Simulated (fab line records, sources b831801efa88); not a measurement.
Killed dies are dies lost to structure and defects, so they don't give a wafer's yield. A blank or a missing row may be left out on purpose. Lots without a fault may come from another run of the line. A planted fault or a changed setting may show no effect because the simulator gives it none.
One fault seen from 2 desks | flow gf180mcu | each desk has only its own numbers; what lay behind them comes last

THE METROLOGY DESK
What the gauges read, lot by lot, whatever tool the lot ran on: means of the sampled wafers that have a number. A lot is out of limits, marked OUT, if its mean lies more than 4 standard deviations from the usual mean; the brackets give that distance.
Columns: A = VT_IMPLANT_01_OVL at GF_VT_IMPLANT_OVL_MEAS_18, usual 1.4 nm
lot  | first seen here | A
L374 | day 6 07:34     | 0.6
L375 | day 6 13:29     | 2.2
L376 | day 6 18:01     | 2.4
L377 | day 7 05:53     | 1.7
L378 | day 7 06:07     | 1.3
L380 | day 7 19:25     | 0.6
L382 | day 8 08:20     | 0.3
L383 | day 8 15:37     | 1.9
L385 | day 9 06:22     | 1.1
L387 | day 9 16:19     | 0.6
L388 | day 9 22:49     | 1.4
L389 | day 10 03:40    | 1.7
L390 | day 10 10:40    | 1.6
L391 | day 10 13:44    | 0.9
This desk's finding: nothing out of limits on any of the 14 lots.

THE TOOL OWNER'S DESK: rie_diel-02
The tool's own readings at GF_V3_ETCH_16 (etches BARC in N2/H2): means of the sampled wafers that have a number, for each lot that ran on this tool. A lot is out of limits, marked OUT, if its mean lies more than 4 standard deviations from the usual mean; the brackets give that distance.
Columns: A = bias_w at GF_V3_ETCH_16, usual 100.0 W; B = chamber_pressure_mTorr at GF_V3_ETCH_16, usual 29.999 mTorr; C = drypump_motor_current_A at GF_V3_ETCH_16, usual 5.8 A; D = oes_product_au at GF_V3_ETCH_16, usual 0.855 a.u.; E = throttle_valve_pct at GF_V3_ETCH_16, usual 13.225 %
lot  | first seen here | A     | B      | C   | D     | E
L374 | day 22 10:02    | 99.8  | 30.021 | 5.8 | 0.861 | 13.233
L378 | day 23 22:07    | 100.1 | 29.999 | 5.8 | 0.851 | 13.228
L382 | day 25 16:13    | 99.9  | 30.035 | 5.8 | 0.858 | 13.234
L387 | day 26 19:31    | 100.1 | 29.995 | 6.0 | 0.855 | 13.215
This desk's finding: nothing out of limits on any of the 4 lots.

PUT TOGETHER
The metrology desk saw nothing out of limits.
The tool owner's desk saw nothing out of limits.

WHAT THE SIMULATOR HAD PUT IN
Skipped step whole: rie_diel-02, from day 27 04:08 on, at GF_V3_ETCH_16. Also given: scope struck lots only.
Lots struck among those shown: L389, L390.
